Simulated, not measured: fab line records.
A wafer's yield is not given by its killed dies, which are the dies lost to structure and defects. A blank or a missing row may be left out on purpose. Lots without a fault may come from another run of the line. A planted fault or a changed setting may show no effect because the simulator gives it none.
Check for tools in common ; flow gf180mcu ; Sample size 13 lots and 42 wafers

== WHY IT WAS OPENED ==
1 of 13 lots carry a flag on the reading PSD_TW at GF_PSD_TW_MEAS_11. Fault-free wafers read 3185, with a standard deviation of 21.
Rule: a lot is flagged when every wafer of it that has a number lies more than 4 standard deviations from that mean, or none has a number. All remaining lots are regarded as sound.

lot;measured;on;PSD_TW, wafer by wafer;flag
L585;day 14 15:52;film-metro-04;3150 3147 3157;
L586;day 14 23:28;film-metro-01;3192 3174 3170;
L588;day 15 11:38;film-metro-02;3190 3193 3198;
L590;day 16 04:45;film-metro-02;3204 3220 3199;
L591;day 16 13:34;film-metro-02;3225 3219 3241;
L592;day 16 23:19;film-metro-02;3222 3219 3226;
L593;day 17 09:29;film-metro-01;3220 3211 3213;
L595;day 18 01:35;film-metro-04;3164 3158 3163;
L603;day 21 04:13;film-metro-02;30 30 30 30 30 30;FLAGGED
L604;day 21 09:08;film-metro-02;3182 3165 3172;
L605;day 21 10:44;film-metro-01;3204 3182 3194;
L606;day 21 20:17;film-metro-01;3184 3209 3204;
L607;day 22 12:08;film-metro-01;3163 3143 3172;
On average the flagged lots read 30, which is -3155 against the usual, or -99 or more standard deviations.

== WHICH TOOL RAN EACH LOT ==
The record keeps 1 process step preceding the reading, out of 602 steps on the route. Cell contents, in order: the tool; ch with the chambers the sampled wafers went through; the start.
lot;flag;GF_PSD_EXPOSE_04
L585;;iline-stepper-01 ch 0, day 14 04:25
L586;;iline-stepper-02 ch 0, day 14 13:01
L588;;iline-stepper-02 ch 0, day 15 00:19
L590;;iline-stepper-02 ch 0, day 15 18:10
L591;;iline-stepper-02 ch 0, day 16 01:55
L592;;iline-stepper-02 ch 0, day 16 11:44
L593;;iline-stepper-01 ch 0, day 16 21:46
L595;;iline-stepper-01 ch 0, day 17 14:07
L603;FLAGGED;iline-stepper-01 ch 0, day 20 16:06
L604;;iline-stepper-01 ch 0, day 20 21:20
L605;;iline-stepper-01 ch 0, day 20 22:49
L606;;iline-stepper-02 ch 0, day 21 08:30
L607;;iline-stepper-02 ch 0, day 22 00:59
What these steps do:
- GF_PSD_EXPOSE_04: exposes mask Pplus, target cd 400 nm.
- GF_PSD_TW_MEAS_11

== FLAGGED OVER TOTAL, TOOL BY TOOL (the gauges that took the reading come last) ==
step;tool;lots run;flagged;share of the flagged lots;sound lots run after its first flagged lot
GF_PSD_EXPOSE_04;iline-stepper-01;6;1;all;2 (L604,L605)
GF_PSD_EXPOSE_04;iline-stepper-02;7;0;none;-
GF_PSD_TW_MEAS_11;film-metro-01;5;0;none;-
GF_PSD_TW_MEAS_11;film-metro-02;6;1;all;1 (L604)
GF_PSD_TW_MEAS_11;film-metro-04;2;0;none;-

== WHAT IS ALLOWED BY THE TABLE ==
2 rows of the table ran every flagged lot: iline-stepper-01 at GF_PSD_EXPOSE_04, film-metro-02 at GF_PSD_TW_MEAS_11.
- iline-stepper-01 at GF_PSD_EXPOSE_04 ran 6 lots, 1 of them flagged. Lots that were sound ran on it after the first flagged one (L604, L605); a persistent fault on the entire tool would not allow that.
- film-metro-02 at GF_PSD_TW_MEAS_11 ran 6 lots, 1 of them flagged. Lots that were sound ran on it after the first flagged one (L604); a persistent fault on the entire tool would not allow that.
Not one row of the table ran every flagged lot while running no sound lot after the first.

== WHAT THE SIMULATOR HAD INSERTED ==
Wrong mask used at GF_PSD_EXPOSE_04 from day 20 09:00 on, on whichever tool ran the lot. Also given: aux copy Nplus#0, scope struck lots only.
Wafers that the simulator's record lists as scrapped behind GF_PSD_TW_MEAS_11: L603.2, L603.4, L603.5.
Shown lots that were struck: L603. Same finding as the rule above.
